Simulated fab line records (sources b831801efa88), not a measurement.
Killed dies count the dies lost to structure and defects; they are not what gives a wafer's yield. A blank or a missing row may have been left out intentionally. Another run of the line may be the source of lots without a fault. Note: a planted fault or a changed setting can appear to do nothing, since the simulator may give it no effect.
2 desks looking at one fault || flow sky130 || every desk sees just its own numbers, and what lay behind them comes last

METROLOGY DESK
What the gauges read, lot by lot, whatever tool the lot ran on: means of the sampled wafers that have a number. The brackets show how far a lot's mean lies from the usual mean; more than 4 standard deviations puts the lot out of limits, marked OUT.
Columns: A = CAPM_OVL at SKY_CAPM_OVL_MEAS_12, usual 0.4 nm
{"lot": "L387", "first seen here": "day 37 13:26", "A": -0.4}
{"lot": "L389", "first seen here": "day 38 14:58", "A": -0.7}
{"lot": "L390", "first seen here": "day 38 20:58", "A": 2.1}
{"lot": "L391", "first seen here": "day 39 04:01", "A": -0.6}
{"lot": "L392", "first seen here": "day 39 13:51", "A": 1.3}
{"lot": "L394", "first seen here": "day 40 05:35", "A": 1.4}
{"lot": "L397", "first seen here": "day 41 06:59", "A": 0.4}
{"lot": "L400", "first seen here": "day 41 14:53", "A": 2.0}
{"lot": "L401", "first seen here": "day 41 22:08", "A": -0.1}
{"lot": "L404", "first seen here": "day 42 17:16", "A": 2.0}
{"lot": "L408", "first seen here": "day 43 20:29", "A": 0.4}
{"lot": "L409", "first seen here": "day 43 23:37", "A": 0.1}
Finding of this desk: none of the 12 lots has anything out of limits.

FOR THE TOOL OWNER'S DESK: rie diel-04
The tool's own readings at SKY_FIELD_ISO_ETCH_14 (etches BARC in N2/H2, stops on SiO2, time 45.9 s, target depth 60 nm): means of the sampled wafers that have a number, for each lot that ran on this tool. The brackets show how far a lot's mean lies from the usual mean; more than 4 standard deviations puts the lot out of limits, marked OUT.
Columns: A = chamber pressure mTorr at SKY_FIELD_ISO_ETCH_14, usual 29.998 mTorr; B = drypump motor current A at SKY_FIELD_ISO_ETCH_14, usual 5.5 A; C = oes product au at SKY_FIELD_ISO_ETCH_14, usual 0.855 a.u.; D = rf fwd power W at SKY_FIELD_ISO_ETCH_14, usual 495.0 W; E = throttle valve pct at SKY_FIELD_ISO_ETCH_14, usual 13.225 %
{"lot": "L390", "first seen here": "day 3 02:35", "A": 30.005, "B": 6.1, "C": 0.855, "D": 495.8, "E": 13.224}
{"lot": "L394", "first seen here": "day 3 23:05", "A": 29.989, "B": 5.6, "C": 0.856, "D": 493.7, "E": 13.234}
{"lot": "L401", "first seen here": "day 5 12:08", "A": 29.999, "B": 5.7, "C": 0.852, "D": "469.8 (-10) OUT", "E": 13.225}
{"lot": "L404", "first seen here": "day 6 02:50", "A": 29.996, "B": 5.5, "C": 0.855, "D": "469.8 (-11) OUT", "E": 13.224}
This desk's verdict: out of limits on L401, L404, starting with L401 at day 5 12:08 (rf fwd power W at SKY_FIELD_ISO_ETCH_14). L390, L394: within limits.

TAKEN TOGETHER
On L401, L404, at day 5 12:08, an alarm was possible from the tool owner's desk.
The metrology desk saw nothing out of limits.
The metrology desk holds a record of L401, L404, inside its limits.
Every lot named ran SKY_FIELD_ISO_ETCH_14 on rie diel-04.

WHAT THE SIMULATOR PUT IN
rie diel-04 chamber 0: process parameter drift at SKY_FIELD_ISO_ETCH_14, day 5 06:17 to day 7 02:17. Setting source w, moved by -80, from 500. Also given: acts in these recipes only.
Struck lots among those shown: L401, L404.
Time in hours from fault onset to the first out-of-limits reading at each desk: the tool owner's desk, 6.
